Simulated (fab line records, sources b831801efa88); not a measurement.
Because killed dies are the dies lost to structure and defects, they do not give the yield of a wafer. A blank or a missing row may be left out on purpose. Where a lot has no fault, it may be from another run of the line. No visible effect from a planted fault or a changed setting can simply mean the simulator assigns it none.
Which tool was responsible?	flow sky130	6 lots, 18 wafers sampled, at 2 steps of a route of 708

WHAT THE GAUGES SHOWED, per wafer
SKY_PWDE_TW_MEAS_10.
lot	measured	on	PWDE_TW
L904	day 4 07:58	film-metro-04	377.9 376.5 374.8
L907	day 4 21:55	film-metro-03	378.8 375.3 376.2
L912	day 6 11:22	film-metro-03	378.7 377.4 379.6
L917	day 7 08:24	film-metro-03	467.5 469.0 466.4 467.4 469.2 472.5
L919	day 7 20:38	film-metro-04	469.8 470.2 469.4 468.6 467.5 466.9
L923	day 8 21:40	film-metro-01	372.1 374.2 376.0

TOOL THAT RAN EACH LOT (tool first, then ch and the chambers of the sampled wafers, then the start)
lot	SKY_PWDE_IMPLANT_08
L904	implanter-04 ch 0, day 4 07:45
L907	implanter-04 ch 0, day 4 21:40
L912	implanter-02 ch 0, day 6 11:07
L917	implanter-02 ch 0, day 7 07:50
L919	implanter-04 ch 0, day 7 20:04
L923	implanter-03 ch 0, day 8 21:25
- SKY_PWDE_IMPLANT_08

THE ANSWER, worked out from the rows above alone
Rule: what is usual is taken from the lots themselves. Put in order of their means at a reading, lots are off if they are a third of the lots or fewer, leave a main group of 4 or more, and stand apart from it by a gap of 3 or more times the standard deviation of the main group's means; of several such gaps the widest counts. A main group whose means are all the same, to the digits that the tables above print for the reading, isn't used. Also off: a lot with no number at a reading for which 4 or more lots have one. The other lots that the step has rows for count as sound.
Off: at SKY_PWDE_TW_MEAS_10 (PWDE_TW), L917, L919. The main group has a mean of 376.5 with a standard deviation of 1.6.
A tool fits if, at a process step before that reading, it ran every lot that is off, and no sound lot after the first of them. Gauges at SKY_PWDE_TW_MEAS_10: tried the same way as those tools. Not one of the candidates tried fits.

WHAT HAD BEEN PUT IN BY THE SIMULATOR
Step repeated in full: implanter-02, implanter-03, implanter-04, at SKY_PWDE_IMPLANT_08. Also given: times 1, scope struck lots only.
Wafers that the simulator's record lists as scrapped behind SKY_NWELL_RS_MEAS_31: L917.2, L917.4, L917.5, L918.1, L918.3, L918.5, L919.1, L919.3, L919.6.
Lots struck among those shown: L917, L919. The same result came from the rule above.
